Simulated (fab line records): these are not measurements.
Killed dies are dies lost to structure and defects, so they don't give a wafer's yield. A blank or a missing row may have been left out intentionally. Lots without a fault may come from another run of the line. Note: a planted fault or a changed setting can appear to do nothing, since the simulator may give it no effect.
The tool behind it: which one? + flow sky130 + Sampling: 11 lots, 33 wafers, 2 of 708 route steps

WHAT THE GAUGES SHOWED, per wafer
SKY_VIA1_OVL_MEAS_13.
| lot  | measured     | on         | VIA1_OVL (nm) |
|------|--------------|------------|---------------|
| L886 | day 35 14:11 | overlay-01 | 4 -2 2        |
| L888 | day 35 14:53 | overlay-02 | 7 10 0        |
| L887 | day 35 17:17 | overlay-02 | 7 7 14        |
| L891 | day 36 05:47 | overlay-01 | -6 -6 -11     |
| L896 | day 37 16:39 | overlay-02 | 11 8 4        |
| L902 | day 39 11:29 | overlay-01 | -6 -1 -5      |
| L903 | day 39 18:17 | overlay-01 | -8 7 11       |
| L904 | day 40 02:44 | overlay-01 | 1 2 3         |
| L905 | day 40 03:35 | overlay-01 | 5 8 6         |
| L907 | day 40 11:38 | overlay-02 | -4 1 -1       |
| L906 | day 40 17:32 | overlay-01 | 5 4 1         |

EACH LOT AND THE TOOL THAT RAN IT (in order: tool; ch and the chambers of the sampled wafers; start)
| lot  | SKY_METAL1_STRIP_20                 |
|------|-------------------------------------|
| L886 | plasmaAsher-03 ch 0,1, day 34 10:01 |
| L888 | plasmaAsher-01 ch 0,1, day 34 11:12 |
| L887 | plasmaAsher-01 ch 0,1, day 34 13:38 |
| L891 | plasmaAsher-01 ch 1, day 35 02:33   |
| L896 | plasmaAsher-02 ch 0,1, day 36 13:49 |
| L902 | plasmaAsher-02 ch 0,1, day 38 09:00 |
| L903 | plasmaAsher-03 ch 0,1, day 38 16:22 |
| L904 | plasmaAsher-02 ch 1, day 39 00:33   |
| L905 | plasmaAsher-02 ch 0,1, day 39 01:30 |
| L907 | plasmaAsher-03 ch 0,1, day 39 09:56 |
| L906 | plasmaAsher-02 ch 0,1, day 39 16:27 |
- SKY_METAL1_STRIP_20: strips in O2/N2.

WHAT THE TOOLS THEMSELVES READ (means of the sampled wafers that have a number; where no wafer has one, the mark that the record gives instead)
SKY_METAL1_STRIP_20.
| lot  | tool           | drypumpMotorCurrentA (A) | n2FlowSccm (sccm) | oesProductAu (a.u.) | stripTimeToEndpointS (s) |
|------|----------------|--------------------------|-------------------|---------------------|--------------------------|
| L886 | plasmaAsher-03 | 5.8                      | 299.6             | 0.342               | 2.691                    |
| L888 | plasmaAsher-01 | 5.5                      | 300.1             | 0.347               | 2.771                    |
| L887 | plasmaAsher-01 | 5.2                      | 299.6             | 0.341               | 2.698                    |
| L891 | plasmaAsher-01 | 4.9                      | 300.1             | 0.341               | 2.722                    |
| L896 | plasmaAsher-02 | 6.0                      | 299.9             | 0.346               | 2.734                    |
| L902 | plasmaAsher-02 | 6.4                      | 299.8             | 0.350               | 2.725                    |
| L903 | plasmaAsher-03 | 5.8                      | 299.6             | 0.344               | 2.680                    |
| L904 | plasmaAsher-02 | 5.7                      | 300.1             | 0.344               | 2.714                    |
| L905 | plasmaAsher-02 | 6.0                      | 299.4             | 0.349               | 2.719                    |
| L907 | plasmaAsher-03 | 6.0                      | 300.8             | 0.346               | 2.743                    |
| L906 | plasmaAsher-02 | 6.0                      | 300.8             | 0.345               | 2.696                    |

THE ANSWER, worked out from the rows above alone
Rule: the usual values come from the lots themselves. Put in order of their means at a reading, lots are off if they are a third of the lots or fewer, leave a main group of 4 or more, and stand apart from it by a gap of 3 or more times the standard deviation of the main group's means; of several such gaps the widest counts. The tables above print the reading to a certain number of digits; a main group whose means all agree to those digits is not used. A lot without any number at a reading at which 4 lots or more have one is off too. All remaining lots with rows at the step are treated as sound. After the gauges, taken in route order, come the tools' own readings; for these a lot's mean is taken, as printed above. The first step at which some lot is off is used, and at that step the reading that is off furthest; a lot without a number counts as furthest.
Nothing can be told from this: no lot is off at any reading shown.

WHAT WAS PUT IN BY THE SIMULATOR
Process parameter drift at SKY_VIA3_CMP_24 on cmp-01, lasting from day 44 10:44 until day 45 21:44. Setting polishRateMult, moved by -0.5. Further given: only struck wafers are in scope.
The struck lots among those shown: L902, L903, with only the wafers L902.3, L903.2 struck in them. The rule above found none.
